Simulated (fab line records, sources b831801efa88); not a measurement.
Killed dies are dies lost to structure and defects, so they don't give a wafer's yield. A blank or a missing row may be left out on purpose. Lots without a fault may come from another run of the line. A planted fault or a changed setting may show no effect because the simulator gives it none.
fab line records | flow sfq_line
record lots=14 wafers=42 last_day=97
route steps=325 shown M6@264
lots that met no fault: from a run of the same line without faults
start_h: hours from the record's first day to the start of the lot's first wafer shown | wait_h: hours since the lot's step before | " the same as in the row above | L1.1+2: a row that stands for several wafers | - no value, or no start given | * or withheld: withheld | < > ~ a bound
route shown NAME@n: a module of which the file shows steps, and the number in the route of the first | usual: mean/standard deviation of fault-free wafers | same: alike in all rows | chamber/n: place in a boat | sites: the reading at each site | _std_site: their standard deviation | _edge_site: outer sites' mean less inner sites' | radius_mm: how far each site lies from the wafer's centre | mask NAME#n: copy n | behind: the tool/chamber that last shaped the wafer | hold: why the lot was held/for how many hours/how that ended | device: the transistor (n, p or np) that didn't switch | end of line: the same wafers' tests at the end of the route | a step without rows: its recipe alone | killed: dies lost to structure and defects at the first sort, not the wafer's yield | map: a wafer's dies, x killed, . not, _ none there
set.NAME: the setting as run; set.NAME@STEP: as run at that earlier step | model.NAME: the simulator's own value behind a step, which no gauge read
steps of the route over a sample of lots; a table a step, a row a wafer
services: from which hour (start_h, from the record's first day; less than 0 if before it) a tool's chamber was out of use, for how many hours, and why
## steps
# step SFQ_TRILAYER_M6_STRIP_STRIP_163
# recipe gas=O2 power_w=200 platen_temp_c=40 overash_fraction=0.65 chemistry=O2 pressure_mtorr=50
# usual drypump_motor_current_A=5.7/0.46 he_backside_leak_sccm=3.60/0.2 oes_product_au=0.999/0.0076 overash_fraction=0.65/0
# columns lot.wafer tool chamber start_h wait_h drypump_motor_current_A he_backside_leak_sccm oes_product_au overash_fraction rf_hours_counter_h
L345.1 rie_metal-03 0 1837.78 0.1 5.6 3.51 0.991 0.65 33
L345.2 " 1 " " 4.8 3.69 0.987 0.65 94
L345.5 " 0 " " 5.6 3.90 1.003 0.65 -
L346.1 rie_metal-02 1 1840.18 0.1 6.3 3.66 0.998 0.65 84
L346.2 " 0 " " 6.0 3.84 1.007 0.65 116
L346.5 " 1 " " 6.3 3.72 0.999 0.65 -
L347.1 rie_metal-03 0 1842.58 0.1 5.6 3.76 1.001 0.65 34
L347.5 " 1 " " 4.8 3.49 0.993 0.65 -
L347.6 " 0 " " 5.6 3.53 0.995 0.65 -
L348.2 rie_metal-02 0 1843.78 0.1 6.0 3.95 1.008 0.65 117
L348.3 " 1 " " 6.3 3.75 0.999 0.65 -
L348.6 " 0 " " 6.1 4.03 1.006 0.65 -
L349.3 rie_metal-01 0 1845.18 0.2 5.9 3.81 0.998 0.65 -
L349.4 " 1 " " 5.4 3.50 0.993 0.65 -
L349.6 " 1 " " 5.4 3.50 0.999 0.65 -
L353.3 rie_metal-01 0 1872.74 0.2 5.9 3.68 1.011 0.65 -
L353.4 " 1 " " 5.4 3.48 0.990 0.91 -
L353.5 " 0 " " 5.9 3.46 1.004 0.65 -
L354.1 rie_metal-01 0 1877.69 0.1 5.9 3.42 0.997 0.65 112
L354.2 " 1 " " 5.4 3.43 0.993 0.91 88
L354.3 " 1 " " 5.4 3.37 0.998 0.91 -
L362.3 rie_metal-02 1 1964.28 0.5 6.3 3.82 1.014 0.65 -
L362.4 " 1 " " 6.3 3.69 1.004 0.65 -
L362.5 " 1 " " 6.3 3.75 0.995 0.65 -
L363.1 rie_metal-03 0 1964.90 0.1 5.6 3.71 0.998 0.65 55
L363.3 " 0 " " 5.6 3.56 1.005 0.65 -
L363.4 " 1 " " 4.8 3.72 0.995 0.65 -
L364.2 rie_metal-01 1 1967.30 0.1 5.3 3.25 1.004 0.65 105
L364.5 " 1 " " 5.4 3.40 1.000 0.65 -
L364.6 " 0 " " 5.9 3.45 1.009 0.65 -
L365.3 rie_metal-01 0 2012.85 0.2 5.9 3.34 1.005 0.65 -
L365.4 " 1 " " 5.4 3.47 0.988 0.65 -
L365.5 " 1 " " 5.4 3.54 0.982 0.65 -
L366.2 rie_metal-01 1 2046.57 0.1 5.4 3.43 0.991 0.65 113
L366.3 " 0 " " 5.9 3.53 1.007 0.65 -
L366.4 " 1 " " 5.4 3.36 0.987 0.65 -
L367.1 rie_metal-03 1 2047.66 0.1 4.9 3.64 0.992 0.65 127
L367.5 " 0 " " 5.6 3.66 0.999 0.65 -
L367.6 " 1 " " 4.8 3.94 0.988 0.65 -
L368.1 rie_metal-03 1 2050.06 0.1 4.8 3.47 0.990 0.65 127
L368.4 " 0 " " 5.5 3.68 0.997 0.65 -
L368.6 " 1 " " 4.8 3.58 0.990 0.65 -
## services
# columns tool chamber start_h hours kind
rie_metal-02 0 1852.21 7.7 repair
rie_metal-03 - 1934.81 0.6 repair
rie_metal-02 - 1941.40 14.6 pm
rie_metal-02 0 1956.00 - clean
rie_metal-02 0 1956.00 21.7 scheduled_down
rie_metal-02 0 1956.00 21.7 vent_cycle
rie_metal-02 - 1956.69 0.2 repair
rie_metal-01 0 1992.82 - clean
rie_metal-01 0 1992.82 18.3 scheduled_down
rie_metal-01 0 1992.82 18.3 vent_cycle
rie_metal-01 - 2006.24 2.8 pm
rie_metal-01 - 2032.17 2.1 repair
## key
first_sign step=SFQ_TRILAYER_M6_STRIP_STRIP_163 reading=overash_fraction direction=up sigmas=99+ usual=0.65 struck=0.91
effect none on later readings
met_at SFQ_TRILAYER_M6_STRIP_STRIP_163
struck_lots L353,L354
struck_wafers L353.4,L354.2,L354.3
onset_between 1845.18 1872.74
fault kind=process_parameter_drift tool=rie_metal-01 chamber=1 onset_h=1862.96 steps=SFQ_TRILAYER_M6_STRIP_STRIP_163 channel=overash_fraction offset=0.26 shape=step end_h=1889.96 acts_in=these_recipes_only stated=0.65
